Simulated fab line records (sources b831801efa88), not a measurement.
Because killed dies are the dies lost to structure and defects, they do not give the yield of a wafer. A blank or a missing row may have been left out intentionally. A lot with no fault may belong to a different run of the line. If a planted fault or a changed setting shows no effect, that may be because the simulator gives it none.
Problem report, 8D (eight disciplines) form, completed by code ; flow gf180mcu ; the parts of the form that need people (team, actions taken, sign-off) are left out

1. THE PROBLEM
Across 6 wafers from 2 lots, POLY_GATE_CVD_00_THK at GF_POLY_GATE_THK_MEAS_01 averages 224.4 nm, while fault-free wafers read 200.3 nm with a standard deviation of 1.9. That puts it +13 standard deviations away from the usual mean.
Earliest sighting: wafer L451.1 on filmMetro-04 at day 13 03:37. The record holds 39 wafers of 13 lots with a number at this step. Rule for "out", or "out of limits": more than 4 standard deviations from the usual mean. The other wafers with a number count as sound.

2. WHAT IT IS, AND WHAT IT ISN'T
question;is;is not
which readings at this step;POLY_GATE_CVD_00_THK;-
which lots;L451, L453;L435, L437, L439, L440, L442, L444, L445, L448, L454, L455, L458
which wafers of those lots;all that have a number;-
read on which gauges;filmMetro-01, filmMetro-04;filmMetro-02
when;from day 13 03:37;"up to then (24 sound wafers); but 9 sound wafers of L454, L455, L458 came after"

3. SUSPECTS, AND WHAT RULES EACH OUT
Counting: any tool at a process step up to the reading is kept as a suspect provided that every lot that is out went through it and no sound lot did after the first of them.
- the gauge at GF_POLY_GATE_THK_MEAS_01 has been ruled out. The wafers that are out were read on 2 gauges (filmMetro-01, filmMetro-04).
- lpcvd-01 at GF_POLY_GATE_CVD_00 (deposits poly-Si, target thk 200 nm, time 1200 s): kept. It ran every lot that is out, first L451 (day 13 02:17), and no sound lot after that; its last sound lot up to then is L444 (day 10 23:47).
Remaining after the count: lpcvd-01 at GF_POLY_GATE_CVD_00.

4. THE CAUSE (what the simulator had put in)
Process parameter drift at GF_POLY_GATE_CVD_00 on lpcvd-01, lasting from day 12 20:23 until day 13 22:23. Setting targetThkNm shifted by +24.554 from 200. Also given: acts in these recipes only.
The count eliminated every tool but this one.

5. THE EFFECT CHAIN, in route order
Rows list readings where the struck wafers' mean (over those with a number) sits beyond 3 standard deviations from the usual. Only readings whose record carries a usual standard deviation are examined. hours: median over the lots of the time between each lot's start at the first step of this table that gives one and its start at this step. sigmas: the change, counted in usual standard deviations.
hours;step;reading;usual;on struck wafers;change;sigmas
0;GF_POLY_GATE_THK_MEAS_01;POLY_GATE_CVD_00_THK;200.3 nm;224.4;+24.1;+13
At these later measuring or inspecting steps, every struck wafer for which the step has a row has a number for every such reading, and none has moved that far: GF_V3_THK_MEAS_01.

6. WHAT WOULD HAVE CAUGHT IT SOONER
The first out-of-limits reading at a measuring or inspecting step in this record came at day 13 03:37, 7 hours after the fault's start at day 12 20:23.
No tool reading at GF_POLY_GATE_CVD_00 that has a usual standard deviation in the record was out on any struck wafer, so an alarm limit of 4 standard deviations on those readings would not have fired.
L453, from the lots that are out (2), started GF_POLY_GATE_CVD_00 on lpcvd-01 later than day 13 03:37. It would have been spared by a hold on the tool at that moment.
